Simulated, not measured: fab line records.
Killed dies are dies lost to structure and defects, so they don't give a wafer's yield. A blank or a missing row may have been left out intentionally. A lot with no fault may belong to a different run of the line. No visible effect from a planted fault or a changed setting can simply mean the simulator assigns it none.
Struck lot and sound lot, side by side || flow sky130 || 44 steps out of a route of 708
Sound: the wafers L561.2, L561.5, L561.6. Struck: wafer L574.6. (L574.2, L574.3 of the same lot were not struck and are left out.) The cause comes at the end.
At each step with rows: each side's tool, then ch and its chambers, then its first start. Under that, the readings that differ: sound wafers || struck wafers || difference of the means || sigmas: that difference in standard deviations of wafers without a fault.
alike: readings with means less than 2 such deviations apart, plus words and numbers identical on both sides. not compared: withheld readings, readings lacking a value on some wafer, bounds such as >300 that could conceal the same value, and numbers that have no deviation in the record and whose values overlap.
Wherever a step has rows on one side only, a row that says differs or no value, or a row with sigmas, the two part there. Non-overlapping numbers with no deviation appear without sigmas and do not part them. A reading missing from all wafers of one side parts the sides only when that side holds two or more wafers.

SKY_VIA3_ETCH_15: etches SiO2 in C4F8/O2/Ar, stops on TiN, target depth 507 nm, time 78 s.
  sound on rie diel-04 ch 0,1,2, day 40 08:04; struck on rie diel-04 ch 2, day 44 01:57
{"reading": "oes product au (a.u.)", "sound": "0.953 0.958 0.941", "struck": 0.941, "difference": -0.010, "sigmas": -2}
{"reading": "rf fwd power W (W)", "sound": "1491 1499 1481", "struck": 1478, "difference": -12, "sigmas": -2}
  not compared: rf hours counter h
then, 4 steps without rows for these wafers: SKY_VIA3_STRIP_16 (strips in O2/N2); SKY_VIA3_STRIP_17 (strips in post etch residue remover, time 1200 s); SKY_VIA3_CLEAN_18 (cleans in IPA, time 180 s); SKY_VIA3_CLEAN_19 (cleans in O3/DIW).
SKY_VIA3_SPUTTER_20: material TiN, target thk 20 nm, time 80 s.
  struck on pvd sputter-04, day 44 02:42; sound on pvd sputter-04, day 40 08:47
  alike: cathode dc power W, throttle valve pct
then, 1 step without rows for these wafers: SKY_VIA3_CVD_21 (deposits W, target thk 390 nm, time 117.31 s).
SKY_VIA3_RS_MEAS_22: measures by four-point-probe.
  struck on film metro-01, day 44 02:55; sound on film metro-03, day 40 08:59
  alike: VIA3_W_RS
SKY_VIA3_THK_MEAS_23: measures by xrf.
  struck on film metro-01, day 44 03:01; sound on film metro-03, day 40 09:06
{"reading": "VIA3_W_THK (nm)", "sound": "374 375 375", "struck": 394, "difference": "+19", "sigmas": "+3"}
then, 3 steps without rows for these wafers: SKY_VIA3_CMP_24 (polishes, stops on SiO2, t overpolish 20 s, target thk 0 nm); SKY_METAL4_SPUTTER_00 (material Ti, target thk 15 nm, time 10 s); SKY_METAL4_SPUTTER_01 (material TiN, target thk 20 nm, time 16.7 s).
SKY_METAL4_SPUTTER_02: material AlCu, target thk 735 nm, time 39.1 s.
  struck on pvd sputter-03, day 44 03:25; sound on pvd sputter-01, day 40 09:30
{"reading": "cathode dc power W (W)", "sound": "10601 10600 10600", "struck": 9767.3, "difference": -833.0, "sigmas": "-99 or more"}
{"reading": "model.AlCu_of_METAL4_SPUTTER_02.thk nm (nm)", "sound": "727 726.4 731.2", "struck": 672.3, "difference": -55.9, "sigmas": ""}
  alike: throttle valve pct
then, 1 step without rows for these wafers: SKY_METAL4_SPUTTER_03 (material Ti, target thk 5 nm, time 3.3 s).
SKY_METAL4_SPUTTER_04: material TiN, target thk 70 nm, time 58.3 s.
  struck on pvd sputter-03, day 44 03:28; sound on pvd sputter-01, day 40 09:34
  alike: cathode dc power W, throttle valve pct
then, 1 step without rows for these wafers: SKY_CAP2M_CVD_00 (deposits SiO2, target thk 15.5 nm).
SKY_CAP2M_THK_MEAS_01:
  struck on film metro-04, day 44 03:33; sound on film metro-04, day 40 09:38
  alike: CAP2M_CVD_00_THK
then, 1 step without rows for these wafers: SKY_CAP2M_SPUTTER_02 (material TiN, target thk 200 nm, time 166.7 s).
SKY_CAP2M_RS_MEAS_03: measures by four-point-probe.
  struck on film metro-02, day 44 03:44; sound on film metro-02, day 40 09:49
{"reading": "CAP2M_TIN_RS (ohm/sq)", "sound": "7.01 7.06 6.93", "struck": 6.85, "difference": -0.15, "sigmas": -2}
SKY_CAP2M_THK_MEAS_04: measures by xrf.
  struck on film metro-02, day 44 03:50; sound on film metro-02, day 40 09:56
{"reading": "CAP2M_TIN_THK (nm)", "sound": "198.1 197.3 200.8", "struck": 203.7, "difference": "+5.0", "sigmas": "+3"}
then, 7 steps without rows for these wafers: SKY_CAP2M_DEHYDRATE_05 (time 60 s); SKY_CAP2M_HMDS_06 (prime time 60 s); SKY_CAP2M_COAT_07 (resist thk 1140 nm); SKY_CAP2M_SOFTBAKE_08 (time 60 s); SKY_CAP2M_EXPOSE_09 (exposes mask CAP2M, target cd 1000 nm); SKY_CAP2M_PEB_10; SKY_CAP2M_DEVELOP_11 (develop time 60 s).
SKY_CAP2M_OVL_MEAS_12:
  struck on overlay-01, day 44 23:47; sound on overlay-02, day 41 09:53
  alike: CAP2M_OVL
SKY_CAP2M_METAL_ETCH_13: etches TiN in Cl2/BCl3, stops on SiO2, target depth 220 nm, time 62.9 s.
  sound on rie metal-04 ch 0,1, day 41 09:55; struck on rie metal-03 ch 0, day 44 23:49
{"reading": "throttle valve pct (%)", "sound": "21.899 21.902 21.910", "struck": 21.876, "difference": -0.028, "sigmas": -3}
  alike: drypump motor current A, oes product au, rf fwd power W
  not compared: rf hours counter h
SKY_CAP2M_STRIP_14: strips in O2/N2.
  sound on plasma asher-01 ch 0,1, day 41 09:59; struck on plasma asher-02 ch 0, day 44 23:53
{"reading": "strip time to endpoint s (s)", "sound": "12.60 12.58 12.57", "struck": 12.66, "difference": "+0.08", "sigmas": "+2"}
  alike: drypump motor current A, oes product au
  not compared: rf hours counter h
then, 11 steps without rows for these wafers: SKY_CAP2M_STRIP_15 (strips in post etch residue remover, time 1200 s); SKY_CAP2M_CLEAN_16 (cleans in IPA, time 180 s); SKY_CAP2M_CLEAN_17 (cleans in O3/DIW); SKY_METAL4_DEHYDRATE_05 (time 60 s); SKY_METAL4_HMDS_06 (prime time 60 s); SKY_METAL4_COAT_07 (resist thk 60 nm); SKY_METAL4_COAT_08 (resist thk 1140 nm); SKY_METAL4_SOFTBAKE_09 (time 90 s); SKY_METAL4_EXPOSE_10 (exposes mask MM4, target cd 300 nm); SKY_METAL4_PEB_11; SKY_METAL4_DEVELOP_12 (develop time 60 s).
SKY_METAL4_CD_MEAS_13 targets a cd of 300 nm.
  struck on cd sem-01, day 45 22:02; sound on cd sem-02, day 42 10:11
{"reading": "cd nm (nm)", "sound": "300.3 301.1 301.3", "struck": 297.8, "difference": -3.1, "sigmas": -2}
SKY_METAL4_METAL_ETCH_18: etches the open film in Cl2/BCl3, stops on SiO2, target depth 845 nm, time 183.1 s.
  sound on rie metal-02 ch 1, day 42 10:31; struck on rie metal-04 ch 1, day 45 22:19
{"reading": "drypump motor current A (A)", "sound": "6.0 6.0 6.0", "struck": 4.7, "difference": -1.3, "sigmas": -2}
{"reading": "oes product au (a.u.)", "sound": "0.857 0.856 0.863", "struck": 0.838, "difference": -0.021, "sigmas": -3}
  alike: rf fwd power W, throttle valve pct
  not compared: rf hours counter h
-- the record jumps here: 3 days lie between the struck wafers' starts before and after (it left off in module METAL4 and takes up again in module PAD_OPEN, whose first step shown is number 708 of the route) --
SKY_PAD_OPEN_PROBE_99:
  struck on prober-02, day 49 10:01; sound on prober-01, day 46 15:28
{"reading": "killed at contacts", "sound": "17 19 14", "struck": 29, "difference": "+12", "sigmas": "+2"}
{"reading": "model.etest.met4.line ohm um", "sound": "0.146 0.1414 0.1436", "struck": 0.1544, "difference": "+0.0107", "sigmas": ""}
{"reading": "model.etest.met4.rs ohm sq", "sound": "0.04328 0.04301 0.04309", "struck": 0.04664, "difference": "+0.00351", "sigmas": ""}
  alike: defect limited yield, killed_at_M0_to_M3, killed_at_M4_up, killed at front end, killed at other, killed dies, killed open, killed short, sort_bin_3_pad_short, sort_bin_5_function, sort_bin_6_memory, sort n pass, sort yield pct

## WHERE THEY PART
At SKY_VIA3_ETCH_15 first; at SKY_PAD_OPEN_PROBE_99 last (within this record only).

WHY: what the simulator had put in
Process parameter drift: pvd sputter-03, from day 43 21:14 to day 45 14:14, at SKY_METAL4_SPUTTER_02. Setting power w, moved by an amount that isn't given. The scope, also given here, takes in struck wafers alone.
